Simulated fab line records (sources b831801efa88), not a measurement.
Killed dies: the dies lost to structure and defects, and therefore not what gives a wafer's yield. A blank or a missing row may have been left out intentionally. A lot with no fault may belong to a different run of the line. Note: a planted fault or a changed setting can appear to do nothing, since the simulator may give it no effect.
Struck lot and sound lot, side by side -- flow sky130 -- 16 steps out of a route of 708
Sound: the wafers L343.1, L343.5, L343.6. The struck wafers were L338.3, L338.4, L338.6. At the end, the cause is stated.
Per side, at each step with rows, come the tool, then ch with its chambers, and then its first start. Under that, the readings that differ: sound wafers -- struck wafers -- difference of the means -- sigmas: that difference in standard deviations of wafers without a fault.
alike: same words and numbers on both sides, and readings whose means sit less than 2 such deviations apart. not compared: any withheld reading, any reading some wafer has no value for, any bound like >300 that may hide the same value, and any number with overlapping values for which the record gives no deviation.
The two part at a step that has a row with sigmas, a row that says differs or no value, or rows on one side only. Numbers that have no deviation but don't overlap get no sigmas and don't part them. A reading missing from all wafers of one side parts the sides only when that side holds two or more wafers.

first, 1 step without rows for these wafers: SKY_VT_ADJUST_NCORE_IMPLANT_09.
SKY_VT_ADJUST_NCORE_STRIP_10: strips in O2/N2.
  sound on plasma_asher-01 ch 0,1, day 18 20:56; struck on plasma_asher-01 ch 0,1, day 10 13:03
  alike: drypump_motor_current_A, oes_product_au, strip_time_to_endpoint_s
  not compared: rf_hours_counter_h
SKY_VT_ADJUST_NCORE_TW_MEAS_11:
  sound on film_metro-04 at day 18 21:02; struck on film_metro-03 at day 10 13:08
  alike: VT_ADJUST_NCORE_TW
then, 7 steps without rows for these wafers: SKY_VT_ADJUST_HVTR_DEHYDRATE_00 (time 60 s); SKY_VT_ADJUST_HVTR_HMDS_01 (prime time 60 s); SKY_VT_ADJUST_HVTR_COAT_02 (resist thk 1140 nm); SKY_VT_ADJUST_HVTR_SOFTBAKE_03 (time 60 s); SKY_VT_ADJUST_HVTR_EXPOSE_04 (exposes mask HVTRM, target cd 380 nm); SKY_VT_ADJUST_HVTR_PEB_05; SKY_VT_ADJUST_HVTR_DEVELOP_06 (develop time 60 s).
SKY_VT_ADJUST_HVTR_CD_MEAS_07 targets a cd of 380 nm.
  sound on cd_sem-01 at day 20 03:38; struck on cd_sem-02 at day 11 06:29
  alike: cd_nm
SKY_VT_ADJUST_HVTR_OVL_MEAS_08:
  sound on overlay-01 at day 20 03:45; struck on overlay-02 at day 11 06:34
  alike: VT_ADJUST_HVTR_OVL
SKY_VT_ADJUST_HVTR_IMPLANT_09:
  sound on implanter-02 ch 0, day 20 03:47; struck on implanter-01 ch 0, day 11 06:38
reading,sound,struck,difference,sigmas
dose_ions_cm2,2.105e+12 2.1035e+12 2.1048e+12,2.9071e+12 2.9065e+12 2.9055e+12,+8.0193e+11,+99 or more
faraday_current_uA,11.51 12.16 12.04,16.68 16.34 16.10,+4.47,+18
  alike: beam_energy_keV, beam_on_s
SKY_VT_ADJUST_HVTR_STRIP_10: strips in O2/N2.
  sound on plasma_asher-02 ch 0,1, day 20 03:56; struck on plasma_asher-01 ch 0,1, day 11 06:47
  alike: drypump_motor_current_A, oes_product_au, strip_time_to_endpoint_s
  not compared: rf_hours_counter_h
SKY_VT_ADJUST_HVTR_TW_MEAS_11:
  sound on film_metro-01 at day 20 04:02; struck on film_metro-02 at day 11 07:08
reading,sound,struck,difference,sigmas
VT_ADJUST_HVTR_TW,208.5 207.4 208.4,231.0 229.6 230.1,+22.1,+11
  not compared: hold
-- the record jumps here: 36 days lie between the struck wafers' starts before and after (it left off in module VT_ADJUST_HVTR and takes up again in module PAD_OPEN, whose first step shown is number 708 of the route) --
SKY_PAD_OPEN_PROBE_99:
  sound on prober-01 at day 52 15:01; struck on prober-02 at day 46 23:58
reading,sound,struck,difference,sigmas
model.etest.pfet_01v8_mvt.drive_ua_um,153.4 148.5 152.5,166.5 165.6 166.8,+14.8,
model.etest.pfet_01v8_mvt.off_log10_a_um,-10.57 -10.96 -10.71,-9.174 -9.232 -9.091,+1.581,
model.etest.pfet_01v8_mvt.vt_sat_v (V),-0.5719 -0.5871 -0.5712,-0.4209 -0.4269 -0.4243,+0.1527,
model.etest.pfet_01v8_mvt.vt_v (V),-0.6615 -0.6707 -0.6595,-0.531 -0.5386 -0.5348,+0.129,
model.etest.pfet_01v8_mvt.vt_long_v (V),-0.8677 -0.8753 -0.8635,-0.7723 -0.7727 -0.769,+0.0975,
model.etest.pfet_01v8_mvt.body_rise_v (V),-0.1849 -0.188 -0.1857,-0.1906 -0.1932 -0.1937,-0.0063,
  alike: killed_at_M0_to_M3, killed_at_M4_up, killed_at_contacts, killed_at_front_end, killed_at_other, killed_dies, killed_open, killed_short

WHERE THEY PART
First at SKY_VT_ADJUST_HVTR_IMPLANT_09; last, within this record, at SKY_VT_ADJUST_HVTR_TW_MEAS_11. Later steps at which nothing parts them and some readings are alike: SKY_PAD_OPEN_PROBE_99.

WHY: what the simulator had put in
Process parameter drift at SKY_VT_ADJUST_HVTR_IMPLANT_09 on implanter-01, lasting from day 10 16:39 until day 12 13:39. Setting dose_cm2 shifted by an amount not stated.
